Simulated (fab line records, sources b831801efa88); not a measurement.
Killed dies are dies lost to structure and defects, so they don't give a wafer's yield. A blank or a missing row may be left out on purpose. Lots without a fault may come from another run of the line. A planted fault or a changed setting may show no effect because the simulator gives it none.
A struck lot beside a sound one | flow gf180mcu | 36 steps out of a route of 602
Sound: wafers L604.1, L604.2, L604.5. Struck: wafers L607.1, L607.2, L607.6. The cause comes at the end.
At each step with rows: each side's tool, then ch and its chambers, then its first start. Under that, the readings that differ: sound wafers | struck wafers | difference of the means | sigmas: that difference in standard deviations of wafers without a fault.
alike: readings whose means differ by less than 2 such deviations, and words and numbers that are the same on both sides. not compared: withheld readings, readings that some wafer has no value for, bounds like >300 that may hide the same value, and numbers for which the record gives no deviation and whose values overlap.
The two part at a step that has a row with sigmas, a row that says differs or no value, or rows on one side only. Numbers that don't overlap but have no deviation are shown without sigmas and don't part them. A reading that every wafer of one side lacks parts them only if that side has two wafers or more.

GF_HV_LDD_STRIP_49: strips in O2/N2.
  sound on plasma_asher-03 ch 0,1, day 15 01:28; struck on plasma_asher-01 ch 0,1, day 16 04:40
  alike: drypump_motor_current_A, heater_power_w, oes_product_au, strip_time_to_endpoint_s
  not compared: rf_hours_counter_h
GF_HV_LDD_TW_MEAS_50:
  sound on film_metro-02, day 15 01:34; struck on film_metro-01, day 16 04:46
  alike: HV_LDD_4_TW
then, 1 step without rows for these wafers: GF_HV_LDD_CLEAN_51 (cleans in SC1/SC2, time 150 s).
GF_HV_LDD_RTA_52: time 10 s.
  sound on rtp_anneal-01 ch 0, day 15 01:41; struck on rtp_anneal-02 ch 0, day 16 04:53
  reading            | sound          | struck         | difference | sigmas
  lamp_power_pct (%) | 40.1 40.1 40.1 | 37.8 37.8 37.9 | -2.3       | -2
  alike: wafer_temp_C_max
GF_HV_LDD_RS_MEAS_53: measures by four-point-probe.
  sound on film_metro-01, day 15 01:45; struck on film_metro-02, day 16 04:57
  alike: HV_LDD_RS
then, 1 step without rows for these wafers: GF_HV_LDD_CVD_54 (deposits SiO2 from TEOS, target thk 10 nm, time 75 s).
GF_HV_LDD_THK_MEAS_55:
  sound on film_metro-02, day 15 02:53; struck on film_metro-01, day 16 06:36
  alike: HV_LDD_CVD_54_THK
then, 1 step without rows for these wafers: GF_HV_LDD_CVD_56 (deposits Si3N4 from DCS/NH3, target thk 90 nm, time 1543 s).
GF_HV_LDD_THK_MEAS_57:
  sound on film_metro-01, day 15 04:29; struck on film_metro-01, day 16 08:12
  reading                | sound          | struck         | difference | sigmas
  HV_LDD_CVD_56_THK (nm) | 88.9 88.5 88.3 | 91.3 91.2 90.1 | +2.3       | +2
GF_HV_LDD_ETCHBACK_58: etches Si3N4 in CH3F/O2, stops on SiO2, time 100 s, target depth 90 nm.
  sound on rie_diel-01 ch 1,2,3, day 15 04:32; struck on rie_diel-01 ch 0,1,3, day 16 08:16
  alike: drypump_motor_current_A, oes_product_au, throttle_valve_pct
  not compared: rf_hours_counter_h
then, 2 steps without rows for these wafers: GF_NSD_DEHYDRATE_00 (time 60 s); GF_NSD_HMDS_01 (prime time 60 s).
GF_NSD_COAT_02: resist thk 1000 nm.
  sound on litho_track-02 ch 0, day 15 15:20; struck on litho_track-02, day 16 19:14
  no value came back on the struck wafers for chill_plate_temp_C (C), dispense_pressure_kPa (kPa); on the sound wafers chill_plate_temp_C (C) reads 22.79 22.78 22.89
then, 4 steps without rows for these wafers: GF_NSD_SOFTBAKE_03 (time 60 s); GF_NSD_EXPOSE_04 (exposes mask Nplus, target cd 400 nm); GF_NSD_PEB_05; GF_NSD_DEVELOP_06 (develop time 60 s).
GF_NSD_CD_MEAS_07: target cd 400 nm.
  sound on cd_sem-01, day 16 02:11; struck on cd_sem-01, day 17 06:31
  reading    | sound             | struck | difference                    | sigmas
  cd_nm (nm) | 400.5 400.5 401.5 | - - -  | no value on the struck wafers |
GF_NSD_OVL_MEAS_08:
  sound on overlay-02, day 16 02:18; struck on overlay-02, day 17 06:38
  reading      | sound          | struck | difference                    | sigmas
  NSD_OVL (nm) | -1.5 -1.9 -3.0 | - - -  | no value on the struck wafers |
then, 2 steps without rows for these wafers: GF_NSD_IMPLANT_09; GF_NSD_IMPLANT_10.
GF_NSD_STRIP_11: strips in O2/N2.
  sound on plasma_asher-04 ch 0,1, day 16 02:38; struck on plasma_asher-04 ch 0,1, day 17 06:58
  no value came back on the struck wafers for oes_product_au (a.u.), strip_time_to_endpoint_s (s); on the sound wafers oes_product_au (a.u.) reads 0.483 0.474 0.488
  alike: drypump_motor_current_A, heater_power_w
  not compared: rf_hours_counter_h
GF_NSD_TW_MEAS_12:
  sound on film_metro-04, day 16 02:44; struck on film_metro-03, day 17 07:04
  alike: NSD_TW
then, 7 steps without rows for these wafers: GF_PSD_DEHYDRATE_00 (time 60 s); GF_PSD_HMDS_01 (prime time 60 s); GF_PSD_COAT_02 (resist thk 1000 nm); GF_PSD_SOFTBAKE_03 (time 60 s); GF_PSD_EXPOSE_04 (exposes mask Pplus, target cd 400 nm); GF_PSD_PEB_05; GF_PSD_DEVELOP_06 (develop time 60 s).
GF_PSD_CD_MEAS_07: target cd 400 nm.
  sound on cd_sem-02, day 17 00:46; struck on cd_sem-01, day 18 06:28
  alike: cd_nm
GF_PSD_OVL_MEAS_08:
  sound on overlay-02, day 17 00:53; struck on overlay-01, day 18 06:35
  alike: PSD_OVL
then, 1 step without rows for these wafers: GF_PSD_IMPLANT_09.
GF_PSD_STRIP_10: strips in O2/N2.
  sound on plasma_asher-03 ch 0,1, day 17 01:04; struck on plasma_asher-03 ch 0,1, day 18 06:46
  alike: drypump_motor_current_A, heater_power_w, oes_product_au, strip_time_to_endpoint_s
  not compared: rf_hours_counter_h
GF_PSD_TW_MEAS_11:
  sound on film_metro-03, day 17 01:10; struck on film_metro-04, day 18 07:14
  reading | sound          | struck         | difference | sigmas
  PSD_TW  | 3215 3226 3220 | 4240 4222 4243 | +1015      | +48
  not compared: hold
GF_PASSIVATION_PROBE_99:
  the record has rows for the sound wafers here (prober-02, day 31 10:01) and none for the struck ones

WHERE THEY PART
First at GF_HV_LDD_RTA_52; last, within this record, at GF_PASSIVATION_PROBE_99.

WHY: what the simulator had put in
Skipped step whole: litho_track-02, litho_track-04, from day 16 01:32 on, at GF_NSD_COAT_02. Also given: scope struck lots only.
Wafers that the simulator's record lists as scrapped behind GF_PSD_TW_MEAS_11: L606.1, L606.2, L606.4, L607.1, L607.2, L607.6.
